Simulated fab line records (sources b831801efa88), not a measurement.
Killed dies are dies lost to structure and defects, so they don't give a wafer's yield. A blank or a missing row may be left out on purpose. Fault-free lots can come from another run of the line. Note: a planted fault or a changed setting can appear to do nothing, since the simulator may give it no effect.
Chamber matching | flow gf180mcu | pecvd-04 running GF_MIM_CVD_05: 3 sister chambers
The step deposits Si3N4, target thk 42 nm, time 29.086 s. 3 wafers are shown with their chamber, then 12 later ones without.

== EACH WAFER AND ITS CHAMBER ==
wafer  | chamber | heater_power_w (W)
L091.1 | 1       | 727
L091.2 | 2       | 868
L091.4 | 0       | 525

== WAFERS WITHOUT THEIR CHAMBER ==
wafer  | heater_power_w (W)
L092.3 | 764
L092.5 | 761
L092.6 | 745
L095.1 | 751
L095.2 | 695
L095.3 | 500
L096.1 | 866
L096.2 | 593
L096.3 | 682
L097.1 | 737
L097.5 | 868
L097.6 | 576

== CHAMBER TAKEN BY EACH ==
wafer  | from the rows above     | in truth
L092.3 | can't be placed: 1 or 2 | 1
L092.5 | 1                       | 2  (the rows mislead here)
L092.6 | 1                       | 1
L095.1 | 1                       | 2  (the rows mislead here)
L095.2 | 1                       | 1
L095.3 | 0                       | 0
L096.1 | 2                       | 2
L096.2 | can't be placed: 0 or 1 | 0
L096.3 | 1                       | 1
L097.1 | 1                       | 1
L097.5 | 2                       | 2
L097.6 | 0                       | 0
Correctly placed: 8 of 12. Unplaceable from these rows: 2, with the true chamber sitting among the candidates in 2. 2 placed wrongly.
How it was worked out, from the rows above alone: a wafer's distance from a chamber is the root of the sum, over the readings, of the square of ((its reading less the chamber's mean) divided by the reading's scatter). The wafer belongs to the nearest chamber; if the next one is less than 2 further off, it can't be placed. A chamber's mean is the mean of its shown wafers. The scatter: with one shown wafer a chamber, the root of the mean of the squares of how far each hidden wafer lies from its nearest shown one.
